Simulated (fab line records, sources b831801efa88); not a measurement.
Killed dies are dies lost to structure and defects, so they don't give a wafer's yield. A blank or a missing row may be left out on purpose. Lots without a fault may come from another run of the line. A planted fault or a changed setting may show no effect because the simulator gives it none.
fab line records | flow sky130
record lots=15 wafers=45 last_day=50
route steps=708 shown CONTACT@418 VIA2@508
lots that met no fault: from a run of the same line without faults
start_h: hours from the record's first day to the start of the lot's first wafer shown | wait_h: hours since the lot's step before | " the same as in the row above | L1.1+2: a row that stands for several wafers | - no value, or no start given | * or withheld: withheld | < > ~ a bound
route shown NAME@n: a module of which the file shows steps, and the number in the route of the first | usual: mean/standard deviation of fault-free wafers | same: alike in all rows | chamber/n: place in a boat | sites: the reading at each site | _std_site: their standard deviation | _edge_site: outer sites' mean less inner sites' | radius_mm: how far each site lies from the wafer's centre | mask NAME#n: copy n | behind: the tool/chamber that last shaped the wafer | hold: why the lot was held/for how many hours/how that ended | device: the transistor (n, p or np) that didn't switch | end of line: the same wafers' tests at the end of the route | a step without rows: its recipe alone | killed: dies lost to structure and defects at the first sort, not the wafer's yield | map: a wafer's dies, x killed, . not, _ none there
set.NAME: the setting as run; set.NAME@STEP: as run at that earlier step | model.NAME: the simulator's own value behind a step, which no gauge read
steps of the route over a sample of lots; a table a step, a row a wafer
services: from which hour (start_h, from the record's first day; less than 0 if before it) a tool's chamber was out of use, for how many hours, and why
## steps
# step SKY_CONTACT_PEB_12
# recipe peb_temp_c=withheld peb_time_s=withheld resist=KrF-thick
# usual chill_plate_temp_C=* exhaust_pa=44.8/0.87
# columns lot.wafer tool chamber start_h wait_h chill_plate_temp_C exhaust_pa
L491.1 litho_track-03 0 737 - * 44.1
L491.5 " 0 " " * 45.2
L491.6 " 0 " " * 44.3
L492.2 litho_track-01 0 738 - * 43.8
L492.3 " 0 " " * 45.1
L492.5 " 0 " " * 45.6
L494.1 litho_track-02 0 753 - * 43.1
L494.2 " 0 " " * 44.0
L494.5 " 0 " " * 44.7
L495.1 litho_track-03 0 761 - * 46.8
L495.5 " 0 762 - * 46.2
L495.6 " 0 " " * 45.6
L499.1 litho_track-01 - 799 - - -
L499.5 " - " " - -
L499.6 " - " " - -
L501.4 litho_track-02 - 815 - - -
L501.5 " - " " - -
L501.6 " - " " - -
L500.1 litho_track-01 - 815 - - -
L500.2 " - " " - -
L500.4 " - " " - -
L505.2 litho_track-02 0 862 - * 46.2
L505.5 " 0 " " * 45.0
L505.6 " 0 " " * 46.1
L504.3 litho_track-02 0 863 - * 45.6
L504.5 " 0 " " * 45.1
L504.6 " 0 " " * 45.2
L507.1 litho_track-01 0 873 - * 46.8
L507.2 " 0 " " * 44.5
L507.4 " 0 " " * 45.5
L508.1 litho_track-01 0 876 - * 45.5
L508.3 " 0 877 - * 45.0
L508.6 " 0 " " * 43.8
L510.1 litho_track-03 0 886 - * 45.7
L510.2 " 0 " " * 44.4
L510.3 " 0 " " * 44.8
L511.4 litho_track-03 0 887 - * 45.5
L511.5 " 0 " " * 45.2
L511.6 " 0 " " * 45.9
L512.2 litho_track-03 0 891 - * 45.0
L512.4 " 0 " " * 44.7
L512.6 " 0 " " * 44.7
L514.3 litho_track-02 0 909 - * 46.4
L514.5 " 0 " " * 45.2
L514.6 " 0 " " * 45.0
# step SKY_VIA2_THK_MEAS_01
# recipe reads=SiO2_of_VIA2_HDPCVD_00
# usual VIA2_HDPCVD_THK=1179/11
# columns lot.wafer tool chamber start_h wait_h VIA2_HDPCVD_THK[nm]
L491.1 film_metro-01 - 826.87 0.1 1193
L491.5 " - " " 1198
L491.6 " - " " 1180
L492.2 film_metro-02 - 826.94 0.1 1193
L492.3 " - " " 1175
L492.5 " - " " 1175
L494.1 film_metro-02 - 839.60 0.1 1175
L494.2 " - " " 1171
L494.5 " - " " 1167
L495.1 film_metro-03 - 846.84 0.1 1183
L495.5 " - " " 1169
L495.6 " - " " 1183
L505.2 film_metro-03 - 944.11 0.1 1171
L505.5 " - " " 1183
L505.6 " - " " 1187
L504.3 film_metro-02 - 945.31 0.1 1167
L504.5 " - " " 1153
L504.6 " - " " 1176
L507.1 film_metro-03 - 955.39 0.1 1185
L507.2 " - " " 1171
L507.4 " - " " 1163
L508.1 film_metro-03 - 959.59 0.1 1176
L508.3 " - " " 1186
L508.6 " - " " 1178
L510.1 film_metro-03 - 967.22 0.1 1165
L510.2 " - " " 1172
L510.3 " - " " 1178
L511.4 film_metro-03 - 968.82 0.0 1160
L511.5 " - " " 1177
L511.6 " - " " 1181
L512.2 film_metro-02 - 971.95 0.1 1200
L512.4 " - " " 1198
L512.6 " - " " 1182
L514.3 film_metro-02 - 990.02 0.1 1189
L514.5 " - " " 1197
L514.6 " - " " 1161
# step SKY_VIA2_OVL_MEAS_13
# usual VIA2_OVL=-4/6.4
# columns lot.wafer tool chamber start_h wait_h VIA2_OVL[nm]
L491.1 overlay-02 - 853.57 0.1 -13
L491.5 " - " " -11
L491.6 " - " " -4
L492.2 overlay-01 - 853.70 0.1 -3
L492.3 " - " " 0
L492.5 " - " " -8
L494.1 overlay-02 - 866.35 0.1 -10
L494.2 " - " " -7
L494.5 " - " " -11
L495.1 overlay-01 - 873.26 0.1 -4
L495.5 " - " " 1
L495.6 " - " " -6
L505.2 overlay-02 - 969.27 0.1 -13
L505.5 " - " " -9
L505.6 " - " " -4
L504.3 overlay-01 - 970.57 0.1 0
L504.5 " - " " 1
L504.6 " - " " 3
L507.1 overlay-02 - 980.11 0.1 -4
L507.2 " - " " -11
L507.4 " - " " -8
L508.1 overlay-02 - 983.77 0.1 -11
L508.3 " - " " -7
L508.6 " - " " -6
L510.1 overlay-01 - 991.62 0.1 -5
L510.2 " - " " -6
L510.3 " - " " -5
L511.4 overlay-02 - 993.38 0.1 5
L511.5 " - " " 5
L511.6 " - " " 6
L512.2 overlay-02 - 996.15 0.1 4
L512.4 " - " " 2
L512.6 " - " " 12
L514.3 overlay-02 - 1013.41 0.1 0
L514.5 " - " " 6
L514.6 " - " " 1
# step SKY_VIA2_STRIP_16
# recipe chemistry=O2/N2 power_w=1400 pressure_mtorr=1500 platen_temp_c=withheld o2_flow_sccm=3000 n2_flow_sccm=300 overash_fraction=0.5
# usual drypump_motor_current_A=5.57/0.18 oes_product_au=0.399/0.0049 strip_time_to_endpoint_s=4.04/0.036
# columns lot.wafer tool chamber start_h wait_h drypump_motor_current_A oes_product_au rf_hours_counter_h strip_time_to_endpoint_s
L491.1 plasma_asher-03 1 853.71 0.0 5.93 0.393 43 4.03
L491.5 " 1 " " 5.93 0.402 - 4.02
L491.6 " 0 " " 5.96 0.391 - 4.03
L492.2 plasma_asher-01 0 853.84 0.0 5.46 0.407 75 4.02
L492.3 " 1 " " 5.46 0.399 - 4.02
L492.5 " 1 " " 5.48 0.394 - 4.00
L494.1 plasma_asher-02 1 866.49 0.0 5.51 0.405 13 4.01
L494.2 " 0 " " 5.60 0.396 13 4.04
L494.5 " 0 " " 5.61 0.402 - 4.02
L495.1 plasma_asher-01 0 873.40 0.0 5.46 0.391 77 3.98
L495.5 " 0 " " 5.45 0.394 - 4.03
L495.6 " 1 " " 5.48 0.398 - 4.00
L505.2 plasma_asher-03 1 969.40 0.0 5.93 0.390 54 4.00
L505.5 " 0 " " 5.98 0.400 - 4.01
L505.6 " 1 " " 5.93 0.403 - 4.13
L504.3 plasma_asher-01 0 970.74 0.1 5.44 0.398 - 4.03
L504.5 " 1 " " 5.47 0.395 - 4.11
L504.6 " 0 " " 5.46 0.401 - 4.07
L507.1 plasma_asher-03 1 980.25 0.0 5.90 0.398 56 4.10
L507.2 " 0 " " 5.97 0.402 56 4.02
L507.4 " 1 " " 5.92 0.400 - 4.01
L508.1 plasma_asher-01 1 983.91 0.0 5.48 0.389 87 4.00
L508.3 " 1 " " 5.48 0.394 - 4.01
L508.6 " 0 " " 5.45 0.406 - 4.00
L510.1 plasma_asher-01 0 991.76 0.0 5.44 0.396 88 4.04
L510.2 " 1 " " 5.47 0.395 88 4.02
L510.3 " 0 " " 5.44 0.402 - 3.99
L511.4 plasma_asher-02 0 993.54 0.1 5.61 0.394 - 4.00
L511.5 " 0 " " 5.63 0.401 - 4.00
L511.6 " 1 " " 5.45 0.389 - 4.06
L512.2 plasma_asher-02 1 996.29 0.0 5.49 0.396 26 4.03
L512.4 " 0 " " 5.63 0.398 - 3.98
L512.6 " 1 " " 5.48 0.403 - 4.11
L514.3 plasma_asher-01 0 1013.57 0.1 5.44 0.400 - 4.04
L514.5 " 1 " " 5.49 0.396 - 4.10
L514.6 " 0 " " 5.44 0.394 - 4.01
## services
# columns tool chamber start_h hours kind
plasma_asher-01 - 717.59 0.9 repair
plasma_asher-02 - 733.75 9.0 pm
plasma_asher-02 0 733.75 9.0 vent_cycle
plasma_asher-02 1 733.75 9.0 vent_cycle
plasma_asher-02 0 742.75 - clean
plasma_asher-02 1 742.75 - clean
plasma_asher-02 - 757.77 2.8 pm
plasma_asher-03 - 819.31 2.8 pm
plasma_asher-03 - 833.50 15.6 pm
plasma_asher-03 - 861.53 4.5 repair
plasma_asher-01 - 881.68 0.9 repair
plasma_asher-01 - 896.61 2.8 repair
plasma_asher-02 - 936.02 2.4 repair
plasma_asher-03 - 1003.84 14.6 pm
plasma_asher-01 - 1009.29 1.8 repair
## key
first_sign step=SKY_CONTACT_PEB_12 reading=tool_record direction=missing
effect none on later readings
met_at SKY_CONTACT_PEB_12
struck_lots L499,L500,L501
later_rows_left_out L499.1,L499.5,L499.6,L500.1,L500.2,L500.4,L501.4,L501.5,L501.6
sort_left_out L499.1,L499.5,L499.6,L500.1,L500.2,L500.4,L501.4,L501.5,L501.6
tester_left_out L499,L500,L501
not_acting_at SKY_VIA2_THK_MEAS_01,SKY_VIA2_OVL_MEAS_13,SKY_VIA2_STRIP_16
onset_between 753 799
fault kind=skipped_step_whole tool=litho_track-01,litho_track-02 chamber=- onset_h=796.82 steps=SKY_CONTACT_PEB_12 scope=struck_lots_only
# tester_left_out: of these lots the tester's yield and bins aren't shown, on N5 and GAA mostly nor the transistor test; their killed dies are dies lost to structure and defects alone, not to doping, threshold or leakage, so they don't give the yield
# sort_left_out: the simulated sort isn't trusted on such a fault, so these wafers' sort isn't shown, and their yield isn't known
# later_rows_left_out: the simulator's readings of these wafers behind a module that went badly wrong aren't trusted and aren't shown, but for the sort
